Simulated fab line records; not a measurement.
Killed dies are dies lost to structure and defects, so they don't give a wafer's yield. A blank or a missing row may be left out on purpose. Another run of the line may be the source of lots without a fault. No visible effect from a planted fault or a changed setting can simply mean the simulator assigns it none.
Comparing a struck lot with a sound one	flow gf180mcu	43 steps out of a route of 602
Sound: the wafers L553.1, L553.2, L553.4. The struck wafers were L556.2, L556.4, L556.6. The cause comes at the end.
For every step that has rows: the tool of each side, followed by ch and its chambers, followed by its first start. Under that, the readings that differ: sound wafers	struck wafers	difference of the means	sigmas: that difference in standard deviations of wafers without a fault.
alike: a reading whose means differ by less than 2 such deviations, as well as words and numbers matching on both sides. not compared: withheld readings; readings where some wafer has no value; bounds like >300 that might hide an equal value; numbers whose values overlap and for which the record gives no deviation.
The two part at a step that has a row with sigmas, a row that says differs or no value, or rows on one side only. When numbers do not overlap yet have no deviation, they are printed without sigmas and do not part them. Lack of a reading on every wafer of one side parts them only where that side has two or more wafers.

GF_NSD_STRIP_11: strips in O2/N2.
  sound on plasma-asher-03 ch 0,1, day 15 22:44; struck on plasma-asher-04 ch 0,1, day 16 19:53
reading	sound	struck	difference	sigmas
strip-time-to-endpoint-s (s)	22.92 22.91 22.93	23.01 23.05 22.99	+0.10	+2
  alike: drypump-motor-current-A, heater-power-w, oes-product-au
  not compared: rf-hours-counter-h
GF_NSD_TW_MEAS_12:
  sound on film-metro-01, day 15 22:50; struck on film-metro-01, day 16 19:59
  alike: NSD_TW
then, 7 steps without rows for these wafers: GF_PSD_DEHYDRATE_00 (time 60 s); GF_PSD_HMDS_01 (prime time 60 s); GF_PSD_COAT_02 (resist thk 1000 nm); GF_PSD_SOFTBAKE_03 (time 60 s); GF_PSD_EXPOSE_04 (exposes mask Pplus, target cd 400 nm); GF_PSD_PEB_05; GF_PSD_DEVELOP_06 (develop time 60 s).
GF_PSD_CD_MEAS_07: target cd 400 nm.
  sound on cd-sem-01, day 16 20:27; struck on cd-sem-01, day 17 18:37
  alike: cd-nm
GF_PSD_OVL_MEAS_08:
  sound on overlay-01, day 16 20:34; struck on overlay-02, day 17 18:43
  alike: PSD_OVL
following that, these wafers have no rows for 1 step: GF_PSD_IMPLANT_09.
GF_PSD_STRIP_10: strips in O2/N2.
  sound on plasma-asher-04 ch 0,1, day 16 20:46; struck on plasma-asher-02 ch 0,1, day 17 18:54
reading	sound	struck	difference	sigmas
strip-time-to-endpoint-s (s)	16.62 16.62 16.62	16.46 16.43 16.48	-0.16	-4
  alike: drypump-motor-current-A, heater-power-w, oes-product-au
  not compared: rf-hours-counter-h
GF_PSD_TW_MEAS_11:
  sound on film-metro-01, day 16 20:52; struck on film-metro-01, day 17 19:01
reading	sound	struck	difference	sigmas
PSD_TW	3196 3206 3203	3147 3143 3162	-51	-2
then, 2 steps without rows for these wafers: GF_PSD_CLEAN_12 (cleans in SC1/SC2, time 144.1 s); GF_PSD_RTA_13 (time 20 s).
GF_PSD_RS_MEAS_14: measures by four-point-probe.
  sound on film-metro-04, day 16 21:03; struck on film-metro-01, day 17 19:13
  alike: NSD_RS
GF_PSD_RS_MEAS_15: measures by four-point-probe.
  sound on film-metro-04, day 16 21:10; struck on film-metro-01, day 17 19:20
  alike: PSD_RS
GF_SAB_CVD_00: deposits SiO2 from TEOS, target thk 50 nm, time 4.9302 s.
  sound on pecvd-04 ch 0,1,2, day 16 21:17; struck on pecvd-01 ch 0,1, day 17 19:26
  alike: heater-power-w
GF_SAB_THK_MEAS_01:
  sound on film-metro-04, day 16 21:19; struck on film-metro-04, day 17 19:28
  alike: SAB_CVD_00_THK
then, 7 steps without rows for these wafers: GF_SAB_DEHYDRATE_02 (time 60 s); GF_SAB_HMDS_03 (prime time 60 s); GF_SAB_COAT_04 (resist thk 1000 nm); GF_SAB_SOFTBAKE_05 (time 60 s); GF_SAB_EXPOSE_06 (exposes mask SAB, target cd 420 nm); GF_SAB_PEB_07; GF_SAB_DEVELOP_08 (develop time 60 s).
GF_SAB_CD_MEAS_09: target cd 420 nm.
  sound on cd-sem-01, day 17 20:14; struck on cd-sem-02, day 18 19:01
  alike: cd-nm
GF_SAB_OVL_MEAS_10:
  sound on overlay-01, day 17 20:22; struck on overlay-02, day 18 19:08
  alike: SAB_OVL
then, 5 steps without rows for these wafers: GF_SAB_ETCH_11 (etches SiO2 in C4F8/O2/Ar, target depth 55 nm, time 8.5 s); GF_SAB_WET_ETCH_12 (etches SiO2 in dHF, target depth 22 nm, time 440 s); GF_SAB_STRIP_13 (strips in O2/N2); GF_SALICIDE_CLEAN_00 (cleans in SC1/SC2, time 150 s); GF_SALICIDE_WET_ETCH_01 (etches SiO2 in dHF, target depth 5 nm, time 100 s).
GF_SALICIDE_SPUTTER_02: material Co, target thk 10 nm, time 20 s.
  sound on pvd-sputter-02, day 17 20:52; struck on pvd-sputter-01, day 18 19:30
  alike: throttle-valve-pct
GF_SALICIDE_SPUTTER_03: material TiN, target thk 20 nm, time 16.92 s.
  sound on pvd-sputter-02, day 17 20:53; struck on pvd-sputter-01, day 18 19:32
  alike: throttle-valve-pct
GF_SALICIDE_RS_MEAS_04: measures by four-point-probe.
  sound on film-metro-03, day 17 20:55; struck on film-metro-03, day 18 19:34
  alike: SALICIDE_TIN_RS
GF_SALICIDE_THK_MEAS_05: measures by xrf.
  sound on film-metro-03, day 17 21:02; struck on film-metro-03, day 18 19:41
  alike: SALICIDE_TIN_THK
GF_SALICIDE_RTA_06: time 30 s.
  sound on rtp-anneal-01 ch 0, day 17 21:05; struck on rtp-anneal-02 ch 0, day 18 19:45
reading	sound	struck	difference	sigmas
lamp-power-pct (%)	6.5 6.5 6.5	5.7 5.7 5.7	-0.8	-2
  alike: wafer_temp_C_max
then, 3 steps without rows for these wafers: GF_SALICIDE_WET_ETCH_07 (etches the open film in SPM, target depth 120 nm); GF_SALICIDE_RTA_08 (time 30 s); GF_CONTACT_CVD_00 (deposits SiO2, target thk 300 nm, time 50 s).
-- the record jumps here: 13 days lie between the struck wafers' starts before and after (it left off in module CONTACT and takes up again in module PASSIVATION, whose first step shown is number 602 of the route) --
GF_PASSIVATION_PROBE_99:
  record: rows for the struck wafers here (prober-02, day 32 02:01), none for the sound ones

## WHERE THEY PART
Earliest at GF_NSD_STRIP_11; latest, in this record, at GF_PASSIVATION_PROBE_99.

WHY: whatever the simulator had introduced
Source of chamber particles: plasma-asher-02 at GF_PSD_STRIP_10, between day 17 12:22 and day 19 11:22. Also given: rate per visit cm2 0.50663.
